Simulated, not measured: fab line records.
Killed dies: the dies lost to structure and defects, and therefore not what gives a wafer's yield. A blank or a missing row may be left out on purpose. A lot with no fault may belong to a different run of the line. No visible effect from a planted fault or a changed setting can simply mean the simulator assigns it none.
Split-lot experiment | flow sfq-line | route with 325 steps; 5 lots, 23 wafers read

== THE SPLIT ==
At SFQ_TRILAYER_M0_DEP_SPUTTER_019 (material Nb, target thk 200 nm, time 133.3 s), the setting time-s was moved away from the recipe's 133.3 s on 10 of the 23 wafers read, by -14.9% to +8.6%. All remaining wafers had this setting at the recipe value.

== FROM THE SPLIT TO THE READING: what the file shows between them, 6 steps ==
- SFQ_M0_RS_MEAS_904: measures by four-point-probe
- SFQ_TRILAYER_M0_LITHO_COAT_021: resist thk 600 nm (also split here: resist-thk-nm)
- SFQ_TRILAYER_M0_LITHO_SOFTBAKE_025
- SFQ_TRILAYER_M0_LITHO_EXPOSE_022: exposes mask M0, target cd 500 nm
- SFQ_TRILAYER_M0_LITHO_DEVELOP_023: time 60 s
- SFQ_TRILAYER_M0_BARC_OPEN_METAL_ETCH_031: etches BARC in O2, target depth 125 nm, time 41.7 s

== THE READING ==
oes-product-au, in a.u., at SFQ_TRILAYER_M0_ETCH_METAL_ETCH_024 (etches Nb in Cl2/Ar, stops on SiO2, target depth 240 nm, time 120 s). A value of 0.893 a.u. with a standard deviation of 0.0074 a.u. is what fault-free wafers of this fab line usually give.

wafer  | tool, chamber at the split | time-s as run, s | against the recipe | oes-product-au, a.u. | against lot-mates on the recipe
L074.1 | pvd-sputter-05, -          | 133.3            | recipe             | 0.885                | -
L074.2 | pvd-sputter-05, -          | 133.3            | recipe             | 0.889                | -
L074.5 | pvd-sputter-05, -          | 133.3            | recipe             | 0.889                | -
L075.2 | pvd-sputter-04, -          | 143.1            | +7.4%              | 0.925                | +0.033
L075.3 | pvd-sputter-04, -          | 133.3            | recipe             | 0.898                | -
L075.4 | pvd-sputter-04, -          | 143.1            | +7.4%              | 0.926                | +0.034
L075.5 | pvd-sputter-04, -          | 133.3            | recipe             | 0.886                | -
L075.6 | pvd-sputter-04, -          | 143.1            | +7.4%              | 0.927                | +0.035
L076.1 | pvd-sputter-04, -          | 133.3            | recipe             | 0.895                | -
L076.2 | pvd-sputter-04, -          | 120.3            | -9.8%              | 0.842                | -0.053
L076.3 | pvd-sputter-04, -          | 133.3            | recipe             | 0.888                | -
L076.4 | pvd-sputter-04, -          | 133.3            | recipe             | 0.902                | -
L076.6 | pvd-sputter-04, -          | 120.3            | -9.8%              | 0.840                | -0.055
L083.1 | pvd-sputter-06, -          | 133.3            | recipe             | 0.904                | -
L083.2 | pvd-sputter-06, -          | 113.5            | -14.9%             | 0.821                | -0.076
L083.4 | pvd-sputter-06, -          | 133.3            | recipe             | 0.889                | -
L083.5 | pvd-sputter-06, -          | 113.5            | -14.9%             | 0.811                | -0.086
L083.6 | pvd-sputter-06, -          | 113.5            | -14.9%             | 0.808                | -0.089
L084.1 | pvd-sputter-05, -          | 144.7            | +8.6%              | 0.942                | +0.039
L084.2 | pvd-sputter-05, -          | 133.3            | recipe             | 0.903                | -
L084.3 | pvd-sputter-05, -          | 133.3            | recipe             | 0.899                | -
L084.4 | pvd-sputter-05, -          | 144.7            | +8.6%              | 0.928                | +0.025
L084.5 | pvd-sputter-05, -          | 133.3            | recipe             | 0.907                | -

FIT RESULTS
A straight line over all 23 wafers: oes-product-au changes by +0.00517 a.u. for each +1% of time-s; r = +0.98; the points scatter about the line by 0.0071 a.u.
The same after taking each lot's own level away (the mean of its wafers on the recipe; 23 wafers): +0.00516 a.u. for each +1%; r = +0.99; scatter 0.0063 a.u.
That fit puts the effect of the largest move of time-s on the reading at 0.077 a.u.
From 0.8877 to 0.9030 a.u.: that is the span of the lots' own levels, equal to 2.1 times the standard deviation above.
The two slopes are in agreement: the lot-to-lot level therefore moves the slope only a little.
Check: with one of the wafers moved furthest among these (-14.9%) left out of the fit, the line predicts -0.0804 a.u. for it against its lot-mates. Against them it came out at -0.0755 a.u.

== OTHER SPLITS ON THESE WAFERS ==
Other splits were also applied to these wafers ahead of the reading. Each is held against what the fit with the lots' levels taken away leaves over:
other split on the same wafers                   | wafers away from the commonest value | r with oes-product-au (lot level and that fit taken away)
SFQ_TRILAYER_L0_LITHO_COAT_010 resist-thk-nm     | 5                                    | -0.05
SFQ_TRILAYER_L0_LITHO_PEB_008 peb-temp-c         | 7                                    | +0.20
SFQ_TRILAYER_L0_VIA_LITHO_COAT_013 resist-thk-nm | 8                                    | +0.08
SFQ_TRILAYER_M0_LITHO_COAT_021 resist-thk-nm     | 8                                    | +0.01

== THE WHOLE CHAIN: every reading that the file lists as answering this split, in the file's order ==
step                                | what it does                                                        | reading                                                                                   | change (the file's fit)                   | r (the file's)
SFQ_TRILAYER_M0_DEP_SPUTTER_019     | material Nb, target thk 200 nm, time 133.3 s                        | Nb_of_TRILAYER_M0_DEP_SPUTTER_019.thk-nm (the simulator's own value, which no gauge read) | +1.96 nm for each +1% of the setting      | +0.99
SFQ_M0_RS_MEAS_904                  | measures by four-point-probe                                        | M0_NB_RS                                                                                  | -0.00968 for each +1% of the setting      | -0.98
SFQ_TRILAYER_M0_ETCH_METAL_ETCH_024 | etches Nb in Cl2/Ar, stops on SiO2, target depth 240 nm, time 120 s | oes-product-au                                                                            | +0.00518 a.u. for each +1% of the setting | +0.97

== FILE'S OWN FIT ==
oes-product-au changes by +0.00518 a.u. for each +1% of time-s, r = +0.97.
